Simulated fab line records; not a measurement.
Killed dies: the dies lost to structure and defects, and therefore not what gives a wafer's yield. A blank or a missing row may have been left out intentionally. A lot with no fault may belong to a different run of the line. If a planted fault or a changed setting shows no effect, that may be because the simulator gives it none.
Which tool was responsible? ; flow sky130 ; Sampling: 7 lots, 21 wafers, 2 of 708 route steps

WHAT THE GAUGES READ, wafer by wafer
SKY_VT_ADJUST_NCORE_CD_MEAS_07: target cd 380 nm.
lot;measured;on;cd_nm (nm)
L450;day 9 03:16;cd_sem-01;381.4 381.7 378.4
L453;day 9 18:34;cd_sem-01;381.2 381.0 381.6
L456;day 10 15:49;cd_sem-02;374.1 374.9 376.6
L459;day 11 17:36;cd_sem-01;377.4 379.6 378.7
L463;day 12 20:46;cd_sem-01;377.3 375.9 376.6
L469;day 14 23:38;cd_sem-01;379.6 380.4 378.0
L471;day 16 03:21;cd_sem-01;377.4 377.0 378.0

WHICH TOOL RAN EACH LOT (tool, then ch and the chambers of the sampled wafers, then the start)
lot;SKY_VT_ADJUST_NCORE_DEVELOP_06
L450;litho_track-01 ch 0, day 9 03:07
L453;litho_track-01 ch 0, day 9 18:25
L456;litho_track-03 ch 0, day 10 15:40
L459;litho_track-02 ch 0, day 11 17:27
L463;litho_track-01 ch 0, day 12 20:37
L469;litho_track-01 ch 0, day 14 23:29
L471;litho_track-02 ch 0, day 16 03:12
- SKY_VT_ADJUST_NCORE_DEVELOP_06: develop time 60 s.

THE ANSWER, worked out from the rows above alone
Rule: the usual values come from the lots themselves. The widest of any qualifying gaps counts: lots, ordered by their means at a reading, are off when they make up no more than a third of the lots, leave a main group of 4 or more, and stand apart from it by 3 or more times the standard deviation of that group's means. If all means in a main group match to the digits the tables above print for the reading, that group is not used. Also off: a lot with no number at a reading for which 4 or more lots have one. Where the step has rows for the other lots, those lots are counted as sound.
None of the lots is off at any reading shown; this tells nothing.

WHAT THE SIMULATOR HAD PUT IN
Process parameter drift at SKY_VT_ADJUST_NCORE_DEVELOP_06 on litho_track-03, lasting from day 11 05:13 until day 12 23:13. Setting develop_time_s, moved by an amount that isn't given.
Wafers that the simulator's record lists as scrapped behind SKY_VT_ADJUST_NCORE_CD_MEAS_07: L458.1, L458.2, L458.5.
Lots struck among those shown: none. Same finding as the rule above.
